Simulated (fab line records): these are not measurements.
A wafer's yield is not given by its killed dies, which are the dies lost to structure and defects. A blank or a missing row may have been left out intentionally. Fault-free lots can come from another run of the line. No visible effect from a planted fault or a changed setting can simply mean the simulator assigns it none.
Commonality check across tools | flow sky130 | 12 lots, 36 wafers sampled

## REASON IT WAS OPENED
Of 12 lots, 1 have the reading GATE_OXIDE_TW flagged at SKY_GATE_OXIDE_TW_MEAS_14. Fault-free wafers read 225.9, with a standard deviation of 2.5.
Rule: a lot gets a flag if all its wafers with a number sit over 4 standard deviations from that mean, or if no wafer of it has a number. The rest of the lots are taken to be sound.

lot  | measured     | on            | GATE_OXIDE_TW, wafer by wafer | flag
L262 | day 14 15:56 | film-metro-02 | 229.3 229.7 229.9             |
L263 | day 14 16:26 | film-metro-02 | 230.4 229.5 229.7             |
L264 | day 15 00:38 | film-metro-02 | 228.1 227.9 228.4             |
L265 | day 15 05:22 | film-metro-04 | 222.5 222.5 224.1             |
L267 | day 15 23:07 | film-metro-04 | 222.8 224.7 222.5             |
L269 | day 16 13:55 | film-metro-04 | 224.1 224.6 225.0             |
L270 | day 17 01:02 | film-metro-04 | 29.8 29.8 29.9                | FLAGGED
L280 | day 20 20:28 | film-metro-02 | 229.8 229.3 228.8             |
L281 | day 21 00:38 | film-metro-03 | 225.2 226.0 225.4             |
L282 | day 21 11:32 | film-metro-02 | 226.5 228.2 228.3             |
L283 | day 21 15:29 | film-metro-04 | 223.5 222.9 223.9             |
L284 | day 22 00:08 | film-metro-02 | 228.5 228.9 228.8             |
The mean of the flagged lots' numbers is 29.8, -196.1 from the usual (-78 standard deviations).

## WHICH TOOL RAN EACH LOT
The record holds 1 process step before the reading, out of a route of 708 steps. Each cell gives the tool, then ch followed by the chambers the sampled wafers passed through, then the start.
lot  | flag    | SKY_GATE_OXIDE_EXPOSE_07
L262 |         | iline-stepper-02 ch 0, day 14 02:53
L263 |         | iline-stepper-02 ch 0, day 14 02:59
L264 |         | iline-stepper-01 ch 0, day 14 11:23
L265 |         | iline-stepper-01 ch 0, day 14 15:46
L267 |         | iline-stepper-02 ch 0, day 15 09:13
L269 |         | iline-stepper-02 ch 0, day 15 23:49
L270 | FLAGGED | iline-stepper-02 ch 0, day 16 10:22
L280 |         | iline-stepper-02 ch 0, day 20 05:04
L281 |         | iline-stepper-02 ch 0, day 20 09:26
L282 |         | iline-stepper-01 ch 0, day 20 19:18
L283 |         | iline-stepper-01 ch 0, day 21 00:19
L284 |         | iline-stepper-02 ch 0, day 21 08:37
What these steps do:
- SKY_GATE_OXIDE_EXPOSE_07: exposes mask LVOM, target cd 600 nm.
- SKY_GATE_OXIDE_TW_MEAS_14

## FLAGGED OVER TOTAL, TOOL BY TOOL (the gauges that took the reading come last)
step                      | tool             | lots run | flagged | share of the flagged lots | sound lots run after its first flagged lot
SKY_GATE_OXIDE_EXPOSE_07  | iline-stepper-01 | 4        | 0       | none                      | -
SKY_GATE_OXIDE_EXPOSE_07  | iline-stepper-02 | 8        | 1       | all                       | 3 (L280,L281,L284)
SKY_GATE_OXIDE_TW_MEAS_14 | film-metro-02    | 6        | 0       | none                      | -
SKY_GATE_OXIDE_TW_MEAS_14 | film-metro-03    | 1        | 0       | none                      | -
SKY_GATE_OXIDE_TW_MEAS_14 | film-metro-04    | 5        | 1       | all                       | 1 (L283)

## WHAT THE TABLE ALLOWS
iline-stepper-02 at SKY_GATE_OXIDE_EXPOSE_07 and film-metro-04 at SKY_GATE_OXIDE_TW_MEAS_14 are the 2 rows of the table that ran each flagged lot.
- iline-stepper-02 at SKY_GATE_OXIDE_EXPOSE_07 ran 8 lots, 1 of them flagged. After the first flagged lot (L280, L281, L284), sound lots still ran on it; a lasting fault on the whole tool would not permit that.
- film-metro-04 at SKY_GATE_OXIDE_TW_MEAS_14 ran 5 lots, 1 of them flagged. After the first flagged lot (L283), sound lots still ran on it; a lasting fault on the whole tool would not permit that.
Every row of the table either missed a flagged lot or ran a sound lot after the first.

## WHAT HAD BEEN PUT IN BY THE SIMULATOR
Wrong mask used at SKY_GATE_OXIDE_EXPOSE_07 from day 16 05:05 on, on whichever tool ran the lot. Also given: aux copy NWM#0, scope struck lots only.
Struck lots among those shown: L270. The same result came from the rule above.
